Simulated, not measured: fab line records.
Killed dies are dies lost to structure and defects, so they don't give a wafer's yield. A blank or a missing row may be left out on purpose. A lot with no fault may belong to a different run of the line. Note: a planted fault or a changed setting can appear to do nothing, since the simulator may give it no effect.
The tool behind it: which one? + flow gf180mcu + 6 lots, 18 wafers sampled, at 3 steps of a route of 602

WHAT EACH GAUGE READ, for each wafer
GF_HV_LDD_TW_MEAS_38.
| lot  | measured     | on            | HV_LDD_3_TW    |
|------|--------------|---------------|----------------|
| L671 | day 12 11:42 | film_metro-01 | 1446 1438 1442 |
| L675 | day 13 14:02 | film_metro-02 | 1440 1433 1431 |
| L678 | day 14 08:55 | film_metro-01 | 1424 1428 1433 |
| L680 | day 14 22:07 | film_metro-03 | 1423 1424 1431 |
| L683 | day 15 17:43 | film_metro-02 | 1540 1527 1540 |
| L693 | day 18 23:18 | film_metro-02 | 1546 1548 1541 |

WHAT TOOL EACH LOT RAN ON (gives the tool, then ch and the chambers of the sampled wafers, and finally the start)
| lot  | GF_POLY_GATE_ETCH_13             | GF_HV_LDD_IMPLANT_35            |
|------|----------------------------------|---------------------------------|
| L671 | rie_si-02 ch 0,2,3, day 10 01:24 | implanter-02 ch 0, day 12 11:19 |
| L675 | rie_si-02 ch 0,1, day 10 23:58   | implanter-03 ch 0, day 13 13:39 |
| L678 | rie_si-02 ch 2,3, day 11 17:43   | implanter-04 ch 0, day 14 08:31 |
| L680 | rie_si-01 ch 1,2, day 12 06:19   | implanter-03 ch 0, day 14 21:43 |
| L683 | rie_si-01 ch 0,2,3, day 13 00:01 | implanter-02 ch 0, day 15 17:00 |
| L693 | rie_si-01 ch 0,2,3, day 15 23:10 | implanter-03 ch 0, day 18 22:35 |
- GF_POLY_GATE_ETCH_13: etches poly-Si in HBr/Cl2, stops on SiO2, target depth 198.5 nm, time 69.6 s.
- GF_HV_LDD_IMPLANT_35

THE ANSWER, worked out from the rows above alone
Rule: usual is defined by the lots themselves. Put in order of their means at a reading, lots are off if they are a third of the lots or fewer, leave a main group of 4 or more, and stand apart from it by a gap of 3 or more times the standard deviation of the main group's means; of several such gaps the widest counts. The tables above print the reading to a certain number of digits; a main group whose means all agree to those digits is not used. A lot without any number at a reading at which 4 lots or more have one is off too. The other lots that the step has rows for count as sound.
Off: L683, L693, seen at GF_HV_LDD_TW_MEAS_38 (HV_LDD_3_TW). For the main group the mean is 1433 and the standard deviation 6.2.
If a tool, at a process step before that reading, ran all the lots that are off and no sound lot after the first of them, it fits. The gauges at GF_HV_LDD_TW_MEAS_38 are tried like those tools. Can't be told from this: 2 tools fit, rie_si-01 at GF_POLY_GATE_ETCH_13, film_metro-02 at GF_HV_LDD_TW_MEAS_38.

WHAT HAD BEEN PUT IN BY THE SIMULATOR
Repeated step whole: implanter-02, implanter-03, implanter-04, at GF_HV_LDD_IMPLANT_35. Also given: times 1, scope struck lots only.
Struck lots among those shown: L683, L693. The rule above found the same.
